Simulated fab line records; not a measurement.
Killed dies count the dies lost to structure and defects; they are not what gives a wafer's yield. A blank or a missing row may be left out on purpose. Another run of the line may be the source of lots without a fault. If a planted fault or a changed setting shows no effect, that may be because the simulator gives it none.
Split-lot experiment -- flow sfqLine -- route with 325 steps; 5 lots, 23 wafers read

== THE SPLIT ITSELF ==
At SFQ_TRILAYER_M4_DEP_SPUTTER_091 (material Nb, target thk 200 nm, time 133.3 s), the setting timeS was moved away from the recipe's 133.3 s on 6 of the 23 wafers read, by +5.5% to +8.1%. All remaining wafers had this setting at the recipe value.

== FROM THE SPLIT TO THE READING: what the file shows between them, 2 steps ==
- SFQ_M4_RS_MEAS_924: measures by four-point-probe
- SFQ_TRILAYER_M4_BARC_OPEN_METAL_ETCH_123: etches BARC in O2, target depth 125 nm, time 41.7 s (also split here: icpW)

== THE READING ==
oesProductAu, in a.u., at SFQ_TRILAYER_M4_ETCH_METAL_ETCH_096 (etches Nb in Cl2/Ar, stops on SiO2, target depth 240 nm, time 120 s). Typical for fault-free wafers on this fab line: 0.897 a.u., with standard deviation 0.01 a.u.

wafer,"tool, chamber at the split","timeS as run, s",against the recipe,"oesProductAu, a.u.",against lot-mates on the recipe
L074.1,"pvdSputter-05, -",133.3,recipe,0.905,-
L074.4,"pvdSputter-05, -",133.3,recipe,0.900,-
L074.6,"pvdSputter-05, -",133.3,recipe,0.912,-
L077.1,"pvdSputter-05, -",133.3,recipe,0.899,-
L077.2,"pvdSputter-05, -",144.1,+8.1%,0.945,+0.045
L077.4,"pvdSputter-05, -",144.1,+8.1%,0.946,+0.046
L077.5,"pvdSputter-05, -",144.1,+8.1%,0.943,+0.043
L077.6,"pvdSputter-05, -",133.3,recipe,0.900,-
L080.1,"pvdSputter-05, -",133.3,recipe,0.906,-
L080.2,"pvdSputter-05, -",133.3,recipe,0.905,-
L080.3,"pvdSputter-05, -",133.3,recipe,0.905,-
L080.5,"pvdSputter-05, -",133.3,recipe,0.910,-
L080.6,"pvdSputter-05, -",133.3,recipe,0.908,-
L081.2,"pvdSputter-05, -",133.3,recipe,0.892,-
L081.3,"pvdSputter-05, -",133.3,recipe,0.907,-
L081.4,"pvdSputter-05, -",133.3,recipe,0.912,-
L081.5,"pvdSputter-05, -",133.3,recipe,0.904,-
L081.6,"pvdSputter-05, -",133.3,recipe,0.907,-
L083.1,"pvdSputter-05, -",140.6,+5.5%,0.936,+0.026
L083.2,"pvdSputter-05, -",133.3,recipe,0.903,-
L083.3,"pvdSputter-05, -",133.3,recipe,0.917,-
L083.4,"pvdSputter-05, -",140.6,+5.5%,0.938,+0.028
L083.6,"pvdSputter-05, -",140.6,+5.5%,0.930,+0.020

FIT RESULTS
A straight line over all 23 wafers: oesProductAu changes by +0.00499 a.u. for each +1% of timeS; r = +0.95; the points scatter about the line by 0.0053 a.u.
The same after taking each lot's own level away (the mean of its wafers on the recipe; 23 wafers): +0.00527 a.u. for each +1%; r = +0.96; scatter 0.005 a.u.
On that fit, the largest move of timeS shifts the reading by 0.043 a.u.
Across the lots, their own levels run from 0.8995 to 0.9100 a.u., a range of 1.1 times the standard deviation given above.
Hence the lot-to-lot level has little effect on the slope; both slopes agree.
Check: +0.0416 a.u. against its lot-mates is what the line predicts for one of the wafers moved furthest among these (+8.1%) when that wafer is left out of the fit. It came out at +0.0455 a.u. against them.

== OTHER SPLITS ON THESE WAFERS ==
Other splits were also applied to these wafers ahead of the reading. Each is held against what the fit with the lots' levels taken away leaves over:
other split on the same wafers,wafers away from the commonest value,r with oesProductAu (lot level and that fit taken away)
SFQ_TRILAYER_I2_VIA_BARC_OPEN_VIA_ETCH_096 biasW,2,-0.09
SFQ_TRILAYER_I3_CMP_CMP_082 leaveAboveRefNm,11,-0.05
SFQ_TRILAYER_I3_VIA_LITHO_PEB_088 pebTimeS,8,-0.12
SFQ_TRILAYER_M4_BARC_OPEN_METAL_ETCH_123 icpW,7,+0.00

== THE WHOLE CHAIN: every reading that the file lists as answering this split, in the file's order ==
step,what it does,reading,change (the file's fit),r (the file's)
SFQ_TRILAYER_M4_DEP_SPUTTER_091,"material Nb, target thk 200 nm, time 133.3 s","Nb_of_TRILAYER_M4_DEP_SPUTTER_091.thkNm (the simulator's own value, which no gauge read)",+2.07 nm for each +1% of the setting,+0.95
SFQ_M4_RS_MEAS_924,measures by four-point-probe,M4_NB_RS,-0.00858 for each +1% of the setting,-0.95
SFQ_TRILAYER_M4_ETCH_METAL_ETCH_096,"etches Nb in Cl2/Ar, stops on SiO2, target depth 240 nm, time 120 s",oesProductAu,+0.00526 a.u. for each +1% of the setting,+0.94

== FILE'S OWN FIT ==
oesProductAu changes by +0.00526 a.u. for each +1% of timeS, r = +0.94.
